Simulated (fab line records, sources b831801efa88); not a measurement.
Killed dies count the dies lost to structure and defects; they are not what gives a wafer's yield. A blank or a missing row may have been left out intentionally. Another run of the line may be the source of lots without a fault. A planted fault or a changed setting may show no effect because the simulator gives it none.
Which of the tools did it? || flow sky130 || 13 lots with 39 wafers sampled at 2 steps, on a route of 708 steps

== WHAT THE GAUGES READ, wafer by wafer ==
SKY_GATE_OXIDE_TW_MEAS_14. Usual: GATE_OXIDE_TW gives 223.7 (standard deviation 1.7).
{"lot": "L383", "measured": "day 14 00:47", "on": "film_metro-01", "GATE_OXIDE_TW": "226.1 225.0 225.5", "flag": ""}
{"lot": "L385", "measured": "day 14 15:09", "on": "film_metro-02", "GATE_OXIDE_TW": "220.5 221.7 222.7", "flag": ""}
{"lot": "L386", "measured": "day 14 19:53", "on": "film_metro-04", "GATE_OXIDE_TW": "223.1 223.9 222.3", "flag": ""}
{"lot": "L387", "measured": "day 15 09:35", "on": "film_metro-02", "GATE_OXIDE_TW": "222.1 222.2 222.5", "flag": ""}
{"lot": "L388", "measured": "day 15 20:45", "on": "film_metro-04", "GATE_OXIDE_TW": "221.6 221.5 223.0", "flag": ""}
{"lot": "L390", "measured": "day 16 19:24", "on": "film_metro-04", "GATE_OXIDE_TW": "222.7 223.5 224.0", "flag": ""}
{"lot": "L393", "measured": "day 17 19:51", "on": "film_metro-01", "GATE_OXIDE_TW": "226.4 226.1 226.3", "flag": ""}
{"lot": "L396", "measured": "day 18 09:51", "on": "film_metro-04", "GATE_OXIDE_TW": "224.3 223.8 224.5", "flag": ""}
{"lot": "L398", "measured": "day 19 12:48", "on": "film_metro-01", "GATE_OXIDE_TW": "225.5 225.1 225.3", "flag": ""}
{"lot": "L401", "measured": "day 20 07:13", "on": "film_metro-01", "GATE_OXIDE_TW": "225.9 225.0 226.0", "flag": ""}
{"lot": "L403", "measured": "day 20 22:41", "on": "film_metro-01", "GATE_OXIDE_TW": "224.8 224.3 223.8", "flag": ""}
{"lot": "L404", "measured": "day 21 08:05", "on": "film_metro-01", "GATE_OXIDE_TW": "226.1 225.4 225.2", "flag": ""}
{"lot": "L406", "measured": "day 21 21:36", "on": "film_metro-01", "GATE_OXIDE_TW": "226.0 226.7 225.7", "flag": ""}

SKY_LDD_N_OVL_MEAS_07. Usual: LDD_N_OVL gives 0.5 nm (standard deviation 1.4).
{"lot": "L383", "measured": "day 17 23:23", "on": "overlay-01", "LDD_N_OVL (nm)": "0.9 0.8 1.5", "flag": ""}
{"lot": "L385", "measured": "day 18 14:20", "on": "overlay-02", "LDD_N_OVL (nm)": "1.9 -0.2 0.8", "flag": ""}
{"lot": "L386", "measured": "day 18 18:44", "on": "overlay-02", "LDD_N_OVL (nm)": "0.3 -0.3 0.3", "flag": ""}
{"lot": "L387", "measured": "day 19 13:04", "on": "overlay-02", "LDD_N_OVL (nm)": "-2.6 -2.1 -3.7", "flag": ""}
{"lot": "L388", "measured": "day 19 23:01", "on": "overlay-02", "LDD_N_OVL (nm)": "-1.8 -2.8 0.2", "flag": ""}
{"lot": "L390", "measured": "day 20 19:07", "on": "overlay-02", "LDD_N_OVL (nm)": "1.4 1.0 0.0", "flag": ""}
{"lot": "L393", "measured": "day 21 23:19", "on": "overlay-02", "LDD_N_OVL (nm)": "2.0 2.1 2.3", "flag": ""}
{"lot": "L396", "measured": "day 22 14:02", "on": "overlay-01", "LDD_N_OVL (nm)": "0.1 2.3 2.2", "flag": ""}
{"lot": "L398", "measured": "day 23 13:39", "on": "overlay-01", "LDD_N_OVL (nm)": "0.7 1.7 0.5", "flag": ""}
{"lot": "L401", "measured": "day 24 12:08", "on": "overlay-02", "LDD_N_OVL (nm)": "2.3 1.0 1.1", "flag": ""}
{"lot": "L403", "measured": "day 24 23:23", "on": "overlay-01", "LDD_N_OVL (nm)": "1.5 3.8 3.9", "flag": ""}
{"lot": "L404", "measured": "day 25 08:11", "on": "overlay-01", "LDD_N_OVL (nm)": "0.6 -0.9 -0.8", "flag": ""}
{"lot": "L406", "measured": "day 25 21:05", "on": "overlay-02", "LDD_N_OVL (nm)": "0.3 1.1 -0.2", "flag": ""}

== WHAT TOOL EACH LOT RAN ON (gives the tool, then ch and the chambers of the sampled wafers, and finally the start) ==
Before these readings, the record contains no process step.

== WHAT THE TOOLS THEMSELVES READ (means of the sampled wafers that have a number; where no wafer has one, the mark that the record gives instead) ==
The record holds no such reading with a usual standard deviation.

== THE ANSWER, worked out from the rows above alone ==
Rule: a lot is off if the mean of its wafers that have a number lies more than 3 standard deviations from the usual mean. Also off: a lot with no number at a reading for which 4 or more lots have one. Where the step has rows for the other lots, those lots are counted as sound. Order of review: gauges by route order, followed by the tools' own readings, for which a lot's mean as printed above is used. At the first step where some lot is off, the reading lying furthest off is the one used; lots without a number count as furthest.
Across all readings shown, no lot is off: no conclusion can be drawn from this.

== WHAT HAD BEEN PUT IN BY THE SIMULATOR ==
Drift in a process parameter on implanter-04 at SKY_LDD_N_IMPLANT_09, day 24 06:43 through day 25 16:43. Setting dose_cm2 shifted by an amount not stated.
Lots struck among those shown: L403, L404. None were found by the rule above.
